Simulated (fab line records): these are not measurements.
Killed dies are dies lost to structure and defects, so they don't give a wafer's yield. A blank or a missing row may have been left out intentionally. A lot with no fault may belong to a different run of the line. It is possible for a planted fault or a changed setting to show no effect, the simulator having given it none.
Matching of chambers / flow gf180mcu / GF_HV_LDD_ETCHBACK_58 on rie-diel-04 has 4 sister chambers
The step etches Si3N4 in CH3F/O2, stops on SiO2, time 100 s, target depth 90 nm. 14 wafers are shown with their chamber, then 7 later ones without.

== WAFERS PAIRED WITH THEIR CHAMBERS ==
wafer=L478.2; chamber=0; drypump-motor-current-A (A)=4.7; oes-product-au (a.u.)=0.848; throttle-valve-pct (%)=10.561
wafer=L478.3; chamber=0; drypump-motor-current-A (A)=4.7; oes-product-au (a.u.)=0.845; throttle-valve-pct (%)=10.549
wafer=L478.4; chamber=1; drypump-motor-current-A (A)=5.9; oes-product-au (a.u.)=0.859; throttle-valve-pct (%)=10.568
wafer=L481.2; chamber=3; drypump-motor-current-A (A)=6.0; oes-product-au (a.u.)=0.838; throttle-valve-pct (%)=10.545
wafer=L481.5; chamber=2; drypump-motor-current-A (A)=6.4; oes-product-au (a.u.)=0.846; throttle-valve-pct (%)=10.581
wafer=L481.6; chamber=3; drypump-motor-current-A (A)=5.9; oes-product-au (a.u.)=0.835; throttle-valve-pct (%)=10.562
wafer=L482.4; chamber=3; drypump-motor-current-A (A)=5.9; oes-product-au (a.u.)=0.836; throttle-valve-pct (%)=10.571
wafer=L482.5; chamber=2; drypump-motor-current-A (A)=6.4; oes-product-au (a.u.)=0.842; throttle-valve-pct (%)=10.563
wafer=L482.6; chamber=1; drypump-motor-current-A (A)=5.9; oes-product-au (a.u.)=0.839; throttle-valve-pct (%)=10.560
wafer=L485.1; chamber=1; drypump-motor-current-A (A)=5.9; oes-product-au (a.u.)=0.831; throttle-valve-pct (%)=10.551
wafer=L485.2; chamber=2; drypump-motor-current-A (A)=6.4; oes-product-au (a.u.)=0.834; throttle-valve-pct (%)=10.555
wafer=L485.6; chamber=3; drypump-motor-current-A (A)=6.0; oes-product-au (a.u.)=0.835; throttle-valve-pct (%)=10.557
wafer=L486.3; chamber=1; drypump-motor-current-A (A)=5.9; oes-product-au (a.u.)=0.841; throttle-valve-pct (%)=10.561
wafer=L486.5; chamber=1; drypump-motor-current-A (A)=5.8; oes-product-au (a.u.)=0.827; throttle-valve-pct (%)=10.564

SIGNATURES (means of the wafers above)
reading=drypump-motor-current-A; chamber 0=4.700; chamber 1=5.880; chamber 2=6.400; chamber 3=5.950; scatter within a chamber=0.0424
reading=oes-product-au; chamber 0=0.84650; chamber 1=0.83940; chamber 2=0.84067; chamber 3=0.83600; scatter within a chamber=0.00834
reading=throttle-valve-pct; chamber 0=10.55500; chamber 1=10.56080; chamber 2=10.56633; chamber 3=10.55875; scatter within a chamber=0.00969
Rule: a wafer's distance from a chamber is the root of the sum, over the readings, of the square of ((its reading less the chamber's mean) divided by the reading's scatter). If the next closest chamber is less than 2 further off than the closest, the wafer can't be placed; otherwise it belongs to the closest. The scatter is the square root of a quotient: the sum, over the shown wafers, of each reading's squared deviation from its chamber's mean, divided by wafers minus chambers.

== WAFERS WHOSE CHAMBER IS MISSING ==
wafer=L486.6; drypump-motor-current-A (A)=6.4; oes-product-au (a.u.)=0.828; throttle-valve-pct (%)=10.568
wafer=L488.3; drypump-motor-current-A (A)=6.4; oes-product-au (a.u.)=0.839; throttle-valve-pct (%)=10.562
wafer=L488.4; drypump-motor-current-A (A)=4.7; oes-product-au (a.u.)=0.847; throttle-valve-pct (%)=10.558
wafer=L488.6; drypump-motor-current-A (A)=6.4; oes-product-au (a.u.)=0.842; throttle-valve-pct (%)=10.557
wafer=L489.4; drypump-motor-current-A (A)=4.7; oes-product-au (a.u.)=0.835; throttle-valve-pct (%)=10.548
wafer=L489.5; drypump-motor-current-A (A)=6.4; oes-product-au (a.u.)=0.845; throttle-valve-pct (%)=10.556
wafer=L489.6; drypump-motor-current-A (A)=6.0; oes-product-au (a.u.)=0.842; throttle-valve-pct (%)=10.555

== WHICH CHAMBER EACH ONE RAN IN ==
wafer=L486.6; from the rows above=2; in truth=2
wafer=L488.3; from the rows above=2; in truth=2
wafer=L488.4; from the rows above=0; in truth=0
wafer=L488.6; from the rows above=2; in truth=2
wafer=L489.4; from the rows above=0; in truth=0
wafer=L489.5; from the rows above=2; in truth=2
wafer=L489.6; from the rows above=can't be placed: 3 or 1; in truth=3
6 of 7 placed correctly. These rows do not allow placing 1 (true chamber among the candidates in 1). Wrongly placed: 0.
